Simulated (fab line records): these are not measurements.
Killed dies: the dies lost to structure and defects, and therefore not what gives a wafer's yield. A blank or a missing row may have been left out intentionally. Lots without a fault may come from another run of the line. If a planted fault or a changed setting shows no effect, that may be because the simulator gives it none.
Chamber matching	flow gf180mcu	GF_V4_CMP_04 on cmp-01: 4 sister chambers
The step polishes SiO2. 4 wafers are shown with their chamber, then 7 later ones without.

EACH WAFER AND ITS CHAMBER
wafer	chamber	motor-current-A (A)
L954.2	1	12.0
L954.3	0	13.2
L965.2	2	10.3
L965.3	3	11.5

WAFERS WITHOUT THEIR CHAMBER
wafer	motor-current-A (A)
L965.4	13.3
L967.2	11.6
L967.5	11.2
L967.6	12.0
L972.2	12.5
L972.5	11.9
L972.6	10.8

WHICH CHAMBER EACH ONE RAN IN
wafer	from the rows above	in truth
L965.4	0	0
L967.2	can't be placed: 3 or 1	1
L967.5	can't be placed: 3 or 1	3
L967.6	can't be placed: 1 or 3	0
L972.2	can't be placed: 1 or 0 or 3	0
L972.5	can't be placed: 1 or 3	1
L972.6	can't be placed: 2 or 3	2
1 of 7 placed correctly. Cannot be placed on the basis of these rows: 6; the candidates contain the true chamber in 5. Placed wrongly: 0.
How it was worked out, from the rows above alone: a wafer's distance from a chamber is the root of the sum, over the readings, of the square of ((its reading less the chamber's mean) divided by the reading's scatter). If the next closest chamber is less than 2 further off than the closest, the wafer can't be placed; otherwise it belongs to the closest. Each chamber's mean is taken over the wafers shown for it. The scatter (one wafer shown for each chamber): square how far every hidden wafer sits from the nearest shown wafer, average those squares and take the square root.
